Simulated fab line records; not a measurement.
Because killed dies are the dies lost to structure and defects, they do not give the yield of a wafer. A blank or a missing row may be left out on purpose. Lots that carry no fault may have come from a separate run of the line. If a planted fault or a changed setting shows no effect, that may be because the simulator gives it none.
fab line records | flow sky130
record lots=5 | wafers=15 | lastDay=48
route steps=708 shown VIA3@582 METAL4@598 CAP2M@603 PAD_OPEN@708
lots that met no fault: taken from a fault-free run of the same line
startH: hours from the record's opening day to when the first of the lot's shown wafers began | waitH: time in hours since the lot's previous step | " as in the row above | L1.1+2: a single row standing in for several wafers | - no value present, or no start provided | * or withheld: withheld | < > ~ a bound
route shown NAME@n: NAME is a module with steps in the file, n the number in the route of the first one | usual: mean and standard deviation over wafers with no fault | same: alike in all rows | chamber/n: place in a boat | sites: the reading at each site | _std_site: their standard deviation | _edge_site: outer sites' mean less inner sites' | radiusMm: for every site, how far away it sits from the centre of the wafer | mask NAME#n: copy n | behind: the tool/chamber that last shaped the wafer | hold: why the lot was held/for how many hours/how that ended | device: which transistor (n, p or np) failed to switch | end of line: the tests these same wafers got at the end of their route | a step without rows: its recipe alone | killed: dies that structure and defects cost at the first sort, which is not the same as the wafer's yield | map: dies across one wafer; x = killed, . = not, _ = none there
set.NAME: the setting the step ran with; set.NAME@STEP: the setting that earlier step ran with | model.NAME: the simulator's own value behind a step, which no gauge read
lots at some steps of the route; a table a step, a row a wafer
services: a tool's chamber out of use, with start hour (startH, from the record's first day; less than 0 if before it), hours out, and reason
## steps
# step SKY_VIA3_EXPOSE_09
# recipe maskId=VIM3 | na=0.8 | sourceShape=annular | sigmaInner=0.55 | sigmaOuter=0.85 | targetCdNm=200 | doseMj=38
# step SKY_VIA3_PEB_10
# recipe pebTempC=withheld | pebTimeS=withheld | resist=KrF-thick
# step SKY_VIA3_DEVELOP_11
# recipe developTimeS=60 | resist=KrF-thick | devTempC=21
# step SKY_VIA3_ETCH_14
# recipe chemistry=N2/H2 | target=BARC | ionEnergyEv=200 | sourceW=500 | biasW=100 | pressureMtorr=30 | n2FlowSccm=100 | h2FlowSccm=200 | stopOn=SiO2 | timeS=45.9 | targetDepthA=600
# step SKY_VIA3_ETCH_15
# recipe target=SiO2 | chemistry=C4F8/O2/Ar | targetDepthNm=507 | stopOn=TiN | maskMaterial=KrF-thick | sourceW=1500 | biasW=1200 | pressureMtorr=40 | c4f8FlowSccm=withheld | O2_flow_sccm=6 | Ar_flow_sccm=300 | timeS=78
# step SKY_VIA3_STRIP_16
# recipe chemistry=O2/N2 | powerW=1400 | pressureMtorr=1500 | platenTempC=withheld | o2FlowSccm=3000 | n2FlowSccm=300 | overashFraction=0.5
# step SKY_VIA3_STRIP_17
# recipe chemistry=postEtchResidueRemover | timeS=1200 | tempC=72.5
# step SKY_VIA3_CLEAN_18
# recipe chemistry=IPA | timeS=180 | tempC=25
# step SKY_VIA3_CLEAN_19
# recipe chemistry=O3/DIW | dry=n2Spin
# step SKY_VIA3_SPUTTER_20
# recipe material=TiN | targetThkNm=20 | chamberPressurePa=5 | powerW=4000 | timeS=80
# step SKY_VIA3_CVD_21
# recipe material=W | targetThkNm=390 | timeS=117.31 | tempC=400 | pressureTorr=40
# usual heaterPowerW=874/53
lot.wafer | tool    | chamber | startH  | waitH | heaterPowerW
L819.1    | cvdW-02 | 0       | 929.38  | 0.0   | 930
L819.4    | "       | 1       | "       | "     | 786
L819.6    | "       | 1       | "       | "     | 808
L820.1    | cvdW-01 | 1       | 941.44  | 0.0   | 901
L820.3    | "       | 0       | "       | "     | 821
L820.4    | "       | 1       | "       | "     | 880
L827.1    | cvdW-01 | 0       | 1004.38 | 0.0   | 848
L827.4    | "       | 1       | "       | "     | 907
L827.6    | "       | 1       | "       | "     | 920
L826.3    | cvdW-01 | 1       | 1006.53 | 0.1   | 914
L826.4    | "       | 0       | "       | "     | 850
L826.6    | "       | 1       | "       | "     | 909
L828.3    | cvdW-01 | 0       | 1007.12 | 0.1   | 842
L828.4    | "       | 1       | "       | "     | 914
L828.6    | "       | 0       | "       | "     | 845
# step SKY_VIA3_CMP_24
# recipe stopOn=SiO2 | tOverpolishS=20 | downForcePsi=3.5 | platenRpm=60 | targetThkNm=0 | padVelocityMS=0.94248
# step SKY_METAL4_SPUTTER_00
# recipe material=Ti | targetThkNm=15 | powerW=3000 | timeS=10 | chamberPressurePa=0.4
# step SKY_METAL4_SPUTTER_01
# recipe material=TiN | targetThkNm=20 | powerW=6500 | timeS=16.7 | chamberPressurePa=0.4
# step SKY_METAL4_SPUTTER_02
# recipe material=AlCu | targetThkNm=735 | powerW=10600 | timeS=39.1 | chamberPressurePa=0.4
# step SKY_METAL4_SPUTTER_03
# recipe material=Ti | targetThkNm=5 | powerW=3000 | timeS=3.3 | chamberPressurePa=0.4
# step SKY_METAL4_SPUTTER_04
# recipe material=TiN | targetThkNm=70 | powerW=6500 | timeS=58.3 | chamberPressurePa=0.4
# step SKY_CAP2M_CVD_00
# recipe material=SiO2 | targetThkNm=15.5 | tempC=400 | timeS=withheld | rfW=450
# step SKY_CAP2M_SPUTTER_02
# recipe material=TiN | targetThkNm=200 | tempC=300 | powerW=6500 | timeS=166.7 | chamberPressurePa=0.4
# step SKY_CAP2M_DEHYDRATE_05
# recipe tempC=200 | timeS=60
# step SKY_CAP2M_HMDS_06
# recipe primeTimeS=60 | primeTempC=120
# step SKY_CAP2M_COAT_07
# recipe resist=NOVOLAK | spinRpm=3000 | resistThkNm=1140
# step SKY_CAP2M_SOFTBAKE_08
# recipe tempC=90 | timeS=60 | resist=NOVOLAK
# step SKY_CAP2M_EXPOSE_09
# recipe maskId=CAP2M | na=0.6 | sourceShape=conventional | sigmaOuter=0.6 | polarization=unpolarized | targetCdNm=1000 | doseMj=159
# step SKY_CAP2M_PEB_10
# recipe tempC=withheld | timeS=* | resist=NOVOLAK
# step SKY_CAP2M_DEVELOP_11
# recipe resist=NOVOLAK | developer=TMAH | developTimeS=60 | devTempC=23
# step SKY_CAP2M_METAL_ETCH_13
# recipe targetDepthNm=220 | stopOn=SiO2 | chemistry=Cl2/BCl3 | target=TiN | pressureMtorr=10 | icpW=900 | biasW=48.5 | Cl2_flow_sccm=60 | bcl3FlowSccm=30 | timeS=62.9
# step SKY_CAP2M_STRIP_14
# recipe chemistry=O2/N2 | powerW=1400 | pressureMtorr=1500 | platenTempC=withheld | o2FlowSccm=3000 | n2FlowSccm=300 | overashFraction=0.5
# step SKY_CAP2M_STRIP_15
# recipe chemistry=postEtchResidueRemover | timeS=1200 | tempC=72.5
# step SKY_CAP2M_CLEAN_16
# recipe chemistry=IPA | timeS=180 | tempC=25
# step SKY_CAP2M_CLEAN_17
# recipe chemistry=O3/DIW | dry=n2Spin
# step SKY_METAL4_DEHYDRATE_05
# recipe tempC=200 | timeS=60
# step SKY_METAL4_HMDS_06
# recipe primeTimeS=60 | primeTempC=120
# step SKY_METAL4_COAT_07
# recipe resist=BARC | tempC=withheld | timeS=withheld | spinRpm=3000 | resistThkNm=60
# step SKY_PAD_OPEN_PROBE_99
# usual defectLimitedYield=82.5/1.9 | killed_at_M0_to_M3=43/6.4 | killed_at_M4_up=2.9/1.7 | killedAtContacts=24/5 | killedAtFrontEnd=15/4 | killedAtOther=0.4/0.62 | killedDies=86/9.3 | killedOpen=47/6.8 | killedShort=38/5.8
# same grossDies=492 | killedAtBackSide=0
lot.wafer | tool      | chamber | startH  | waitH | hold                    | defectLimitedYield[%] | killed_at_M0_to_M3 | killed_at_M4_up | killedAtContacts | killedAtFrontEnd | killedAtOther | killedDies | killedOpen | killedShort | model.etest.tester.sortNPass | model.etest.tester.sortYieldPct | model.etest.tester.sort_bin_5_pct | model.etest.tester.sort_bin_3_pct
L819.1    | prober-01 | -       | 1076.09 | 0.1   | -                       | 82.9                  | 34                 | 5               | 30               | 15               | 0             | 84         | 44         | 40          | 408                          | 82.93                           | 10.98                             | 0.4065
L819.4    | prober-01 | -       | 1076.24 | 0.2   | -                       | 82.9                  | 43                 | 5               | 24               | 10               | 2             | 84         | 48         | 36          | 408                          | 82.93                           | 9.35                              | 0.4065
L819.6    | prober-01 | -       | 1076.34 | 0.2   | -                       | 82.5                  | 43                 | 5               | 20               | 16               | 2             | 86         | 54         | 31          | 406                          | 82.52                           | 9.959                             | 0.813
L820.1    | prober-02 | -       | 1085.80 | 0.1   | -                       | 83.5                  | 37                 | 4               | 21               | 19               | 0             | 81         | 42         | 39          | 411                          | 83.54                           | 8.74                              | 0.813
L820.4    | prober-02 | -       | 1085.95 | 0.2   | -                       | 82.5                  | 42                 | 0               | 35               | 9                | 0             | 86         | 55         | 29          | 406                          | 82.52                           | 10.16                             | 1.016
L827.1    | prober-02 | -       | 1139.05 | 0.1   | awaitDispo/1.7h/release | 81.7                  | 46                 | 0               | 25               | 19               | 0             | 90         | 53         | 36          | 402                          | 81.71                           | 11.59                             | 0.6098
L827.4    | prober-02 | -       | 1139.20 | 0.2   | awaitDispo/1.7h/release | 72.6                  | 87                 | 4               | 19               | 22               | 3             | 135        | 52         | 32          | 344                          | 69.92                           | 15.24                             | 2.642
L827.6    | prober-02 | -       | 1139.30 | 0.2   | awaitDispo/1.7h/release | 74.6                  | 85                 | 2               | 22               | 15               | 1             | 125        | 43         | 32          | 367                          | 74.59                           | 16.67                             | 2.236
L826.3    | prober-02 | -       | 1140.45 | 0.2   | awaitDispo/2.9h/release | 74.6                  | 93                 | 1               | 20               | 10               | 1             | 125        | 36         | 35          | 367                          | 74.59                           | 15.45                             | 3.455
L826.4    | prober-02 | -       | 1140.50 | 0.2   | awaitDispo/2.9h/release | 80.3                  | 45                 | 4               | 31               | 15               | 2             | 97         | 43         | 54          | 395                          | 80.28                           | 11.79                             | 1.016
L826.6    | prober-02 | -       | 1140.60 | 0.2   | awaitDispo/2.9h/release | 75.8                  | 87                 | 3               | 13               | 16               | 0             | 119        | 39         | 28          | 373                          | 75.81                           | 15.24                             | 2.236
L828.3    | prober-02 | -       | 1140.80 | 0.2   | awaitDispo/4.6h/release | 83.1                  | 40                 | 0               | 27               | 16               | 0             | 83         | 46         | 35          | 409                          | 83.13                           | 10.16                             | 1.016
L828.4    | prober-02 | -       | 1140.85 | 0.2   | awaitDispo/4.6h/release | 74.4                  | 84                 | 5               | 18               | 19               | 0             | 126        | 38         | 41          | 366                          | 74.39                           | 15.85                             | 3.049
L828.6    | prober-02 | -       | 1140.95 | 0.2   | awaitDispo/4.6h/release | 83.1                  | 48                 | 2               | 23               | 10               | 0             | 83         | 48         | 35          | 409                          | 83.13                           | 8.943                             | 1.016
# killed by level:class
L819.1 CONTACT:geometricParticle:open=11 LI_CONTACT:geometricParticle:open=8 LI_CONTACT:geometricParticle:short=7 VIA3:geometricParticle:open=6 FIELD_ISO:geometricParticle:open=5 VIA1:geometricParticle:short=5 METAL2:geometricParticle:short=4 VIA2:geometricParticle:open=4
L819.4 CONTACT:geometricParticle:open=12 VIA1:geometricParticle:open=8 LI_CONTACT:geometricParticle:open=7 VIA2:geometricParticle:short=7 VIA2:geometricParticle:open=7 METAL2:geometricParticle:short=6 VIA1:geometricParticle:short=5 FIELD_ISO:geometricParticle:open=3
L819.6 VIA3:geometricParticle:open=9 LI_CONTACT:geometricParticle:open=9 CONTACT:geometricParticle:open=9 VIA1:geometricParticle:open=7 VIA2:geometricParticle:open=7 FIELD_ISO:geometricParticle:open=5 METAL1:geometricParticle:short=5 POLY_GATE:geometricParticle:open=4
L820.1 CONTACT:geometricParticle:open=8 VIA2:geometricParticle:open=8 FIELD_ISO:geometricParticle:open=6 VIA1:geometricParticle:open=6 LOCAL_INTERCONNECT:geometricParticle:short=5 VIA3:geometricParticle:open=5 CONTACT:geometricParticle:short=4 METAL1:geometricParticle:short=4
L820.4 VIA1:geometricParticle:open=13 LI_CONTACT:geometricParticle:open=12 CONTACT:geometricParticle:open=11 CONTACT:geometricParticle:short=6 METAL1:geometricParticle:short=5 VIA2:geometricParticle:open=5 VIA3:geometricParticle:open=5 LI_CONTACT:geometricParticle:short=3
L827.1 VIA1:geometricParticle:open=16 CONTACT:geometricParticle:open=12 VIA2:geometricParticle:open=7 LI_CONTACT:geometricParticle:open=6 FIELD_ISO:geometricParticle:short=5 FIELD_ISO:geometricParticle:open=5 VIA3:geometricParticle:short=5 VIA1:geometricParticle:short=4
L827.4 VIA3:unspecified=48 FIELD_ISO:geometricParticle:open=10 VIA1:geometricParticle:open=10 CONTACT:geometricParticle:open=8 VIA3:geometricParticle:open=7 METAL2:geometricParticle:short=6 VIA2:geometricParticle:open=5 FIELD_ISO:geometricParticle:short=4
L827.6 VIA3:unspecified=50 VIA1:geometricParticle:open=11 CONTACT:geometricParticle:open=10 FIELD_ISO:geometricParticle:short=5 VIA2:geometricParticle:open=5 VIA3:geometricParticle:short=5 LI_CONTACT:geometricParticle:open=4 POLY_GATE:geometricParticle:open=3
L826.3 VIA3:unspecified=53 CONTACT:geometricParticle:open=9 METAL1:geometricParticle:short=9 VIA1:geometricParticle:open=7 LI_CONTACT:geometricParticle:short=5 VIA1:geometricParticle:short=5 VIA3:geometricParticle:open=5 VIA2:geometricParticle:open=4
L826.4 CONTACT:geometricParticle:short=11 METAL2:geometricParticle:short=10 LI_CONTACT:geometricParticle:open=7 CONTACT:geometricParticle:open=7 VIA1:geometricParticle:open=7 VIA2:geometricParticle:open=6 VIA2:geometricParticle:short=6 FIELD_ISO:geometricParticle:short=5
L826.6 VIA3:unspecified=51 VIA2:geometricParticle:open=8 FIELD_ISO:geometricParticle:open=7 FIELD_ISO:geometricParticle:short=6 VIA1:geometricParticle:short=5 CONTACT:geometricParticle:open=5 VIA3:geometricParticle:open=5 VIA1:geometricParticle:open=5
L828.3 VIA2:geometricParticle:open=10 LI_CONTACT:geometricParticle:open=9 VIA1:geometricParticle:open=8 CONTACT:geometricParticle:open=7 METAL1:geometricParticle:short=7 FIELD_ISO:geometricParticle:open=4 POLY_GATE:geometricParticle:short=4 CONTACT:geometricParticle:short=4
L828.4 VIA3:unspecified=45 METAL2:geometricParticle:short=10 FIELD_ISO:geometricParticle:short=6 CONTACT:geometricParticle:open=6 VIA1:geometricParticle:open=6 FIELD_ISO:geometricParticle:open=5 VIA2:geometricParticle:open=5 VIA1:geometricParticle:short=5
L828.6 CONTACT:geometricParticle:open=9 VIA1:geometricParticle:open=9 VIA2:geometricParticle:open=7 VIA3:geometricParticle:open=7 VIA2:geometricParticle:short=6 LI_CONTACT:geometricParticle:open=5 VIA1:geometricParticle:short=5 POLY_GATE:geometricParticle:open=4
# map L826.3 (x killed, . not)
__________.........._________
________x.....x.x.x.xx_______
______.........x.....x.._____
_____............x...x..x____
____...x...x.....x.x......___
___x.................x.....__
__.xx........x.....x.x.x...._
_x..x............x..x........
_....xx........x.......x.....
_x.......x.x..x.x.xxx.x......
_x....x.x......x...xxxxxx.x..
_........x..x..x.xxxxxxx.xx..
_..xx.....x......xxxxxxxxx...
_...............x.xxxxxxxxx..
_.x.......x...x..xxxxxxxx....
__..x.........xx..xxxxxx...._
___x...............xxxxx.x.__
____...x..x....xx..x.xx...___
_____x.............x.....____
______.............x...._____
________x............._______
__________....x.x..._________
# map L827.4 (x killed, . not)
__________.x...x...._________
________...x...x....xx_______
______.x..........x....._____
_____.........x.x........____
____.x.............x...x..___
___..x..x..................__
__x....x...x.x.xx..x........_
_x.........x................x
_.x..x........x..x...........
_..x.........x....x....x.....
_....x..x..x....xx.xxxx..x..x
_.x...x.xx.x...x.xxxxxxxxxx..
_.xx........x....xxxxxxx.x.x.
_....xx...x....xxxxxxxxxxx...
_x...........x....xxxxxx.xx..
__.x.....xxxx...xxx.xx.x.x.._
___xx.xx...x.....x.xxxx....__
____......x..x.x......x..x___
_____.......x.x...x....x.____
______x...x..........x.._____
________x..x..x......._______
__________.x......x._________
## services
tool    | chamber | startH | hours | kind
cvdW-01 | 0       | 918.00 | -     | clean
cvdW-01 | 1       | 918.00 | -     | clean
cvdW-01 | 1       | 992.30 | 4.4   | repair
cvdW-02 | -       | 992.85 | 6.0   | pm
## key
firstSign step=SKY_PAD_OPEN_PROBE_99 | reading=killed_at_M0_to_M3 | direction=up | sigmas=6.9 | usual=43 | struck=87
effect step=SKY_PAD_OPEN_PROBE_99 | reading=defectLimitedYield | direction=down | sigmas=4.3 | usual=82.5 | struck=74.4
modelEffect step=SKY_PAD_OPEN_PROBE_99 | value=etest.tester.sortNPass | without=406 | struck=363.4
metAt SKY_VIA3_CVD_21
struckWafers L826.3,L826.6,L827.4,L827.6,L828.4
onsetBetween 941.44 1004.38
fault kind=chamberParticleSource | tool=cvdW-01 | chamber=1 | onsetH=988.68 | steps=SKY_VIA3_CVD_21 | ratePerVisitCm2=0.64425 | endH=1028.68
